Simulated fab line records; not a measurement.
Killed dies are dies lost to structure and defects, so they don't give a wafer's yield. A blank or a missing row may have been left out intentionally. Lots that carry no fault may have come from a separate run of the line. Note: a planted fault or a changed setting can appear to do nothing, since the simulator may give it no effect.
Shared-tool check + flow gf180mcu + 12 lots, 36 wafers sampled

== WHY IT WAS OPENED ==
Of 12 lots, 3 have the reading NWELL_TW flagged at GF_NWELL_TW_MEAS_11. No-fault wafers: 1583, standard deviation 12.
Rule: a lot is flagged in two cases, either no wafer of it has a number, or all its wafers with numbers fall more than 4 standard deviations from that mean. All remaining lots are regarded as sound.

| lot  | measured    | on            | NWELL_TW, wafer by wafer | flag    |
|------|-------------|---------------|--------------------------|---------|
| L142 | day 3 20:47 | film_metro-03 | 1585 1583 1587           |         |
| L144 | day 4 05:10 | film_metro-01 | 1571 1579 1573           |         |
| L147 | day 4 22:38 | film_metro-03 | 1579 1583 1583           |         |
| L148 | day 5 02:58 | film_metro-02 | 1605 1599 1604           |         |
| L150 | day 5 13:39 | film_metro-03 | 1585 1573 1580           |         |
| L155 | day 6 16:02 | film_metro-02 | 2016 2023 2023           | FLAGGED |
| L158 | day 7 08:59 | film_metro-03 | 2004 2003 2016           | FLAGGED |
| L159 | day 7 14:35 | film_metro-02 | 2000 1993 1989           | FLAGGED |
| L160 | day 7 20:14 | film_metro-03 | 1587 1597 1597           |         |
| L161 | day 8 01:51 | film_metro-01 | 1569 1576 1571           |         |
| L162 | day 8 06:29 | film_metro-02 | 1601 1591 1593           |         |
| L163 | day 8 12:26 | film_metro-02 | 1593 1594 1595           |         |
On average the flagged lots' numbers are 2007, which is +424 against the usual, or +35 standard deviations.

== LOT BY LOT: THE TOOL USED ==
The record keeps 1 process step preceding the reading, out of 602 steps on the route. Cell contents, in order: the tool; ch with the chambers the sampled wafers went through; the start.
| lot  | flag    | GF_NWELL_IMPLANT_09            |
|------|---------|--------------------------------|
| L142 |         | implanter-02 ch 0, day 3 20:32 |
| L144 |         | implanter-01 ch 0, day 4 04:58 |
| L147 |         | implanter-01 ch 0, day 4 22:23 |
| L148 |         | implanter-03 ch 0, day 5 02:46 |
| L150 |         | implanter-01 ch 0, day 5 13:25 |
| L155 | FLAGGED | implanter-01 ch 0, day 6 15:49 |
| L158 | FLAGGED | implanter-01 ch 0, day 7 08:46 |
| L159 | FLAGGED | implanter-01 ch 0, day 7 14:20 |
| L160 |         | implanter-03 ch 0, day 7 19:59 |
| L161 |         | implanter-02 ch 0, day 8 01:37 |
| L162 |         | implanter-02 ch 0, day 8 06:14 |
| L163 |         | implanter-02 ch 0, day 8 12:11 |
What is done by these steps:
- GF_NWELL_IMPLANT_09
- GF_NWELL_TW_MEAS_11

== FLAGGED AGAINST TOTAL, ONE TOOL AT A TIME (gauges that did the reading follow at the end) ==
| step                | tool          | lots run | flagged | share of the flagged lots | sound lots run after its first flagged lot |
|---------------------|---------------|----------|---------|---------------------------|--------------------------------------------|
| GF_NWELL_IMPLANT_09 | implanter-01  | 6        | 3       | all                       | 0                                          |
| GF_NWELL_IMPLANT_09 | implanter-02  | 4        | 0       | none                      | -                                          |
| GF_NWELL_IMPLANT_09 | implanter-03  | 2        | 0       | none                      | -                                          |
| GF_NWELL_TW_MEAS_11 | film_metro-01 | 2        | 0       | none                      | -                                          |
| GF_NWELL_TW_MEAS_11 | film_metro-02 | 5        | 2       | some                      | 2 (L162,L163)                              |
| GF_NWELL_TW_MEAS_11 | film_metro-03 | 5        | 1       | some                      | 1 (L160)                                   |

== WHAT THE TABLE PERMITS ==
Rows of the table that ran each flagged lot: 1, that is implanter-01 at GF_NWELL_IMPLANT_09.
- implanter-01 at GF_NWELL_IMPLANT_09: 3 of its 6 lots flagged. Its last sound lot is L150 (day 5 13:25), its first flagged lot L155 (day 6 15:49): a fault that began between those two fits. Its own readings (dose_ions_cm2, faraday_current_uA) fall more than 4 standard deviations out on all wafers of the flagged lots.
What remains is a single tool, implanter-01 at GF_NWELL_IMPLANT_09.

== WHAT HAD BEEN PUT IN BY THE SIMULATOR ==
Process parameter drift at GF_NWELL_IMPLANT_09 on implanter-01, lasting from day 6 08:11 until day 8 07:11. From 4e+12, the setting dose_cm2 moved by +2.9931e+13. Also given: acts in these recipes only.
Struck lots among those shown: L155, L158, L159. Same finding as the rule above.
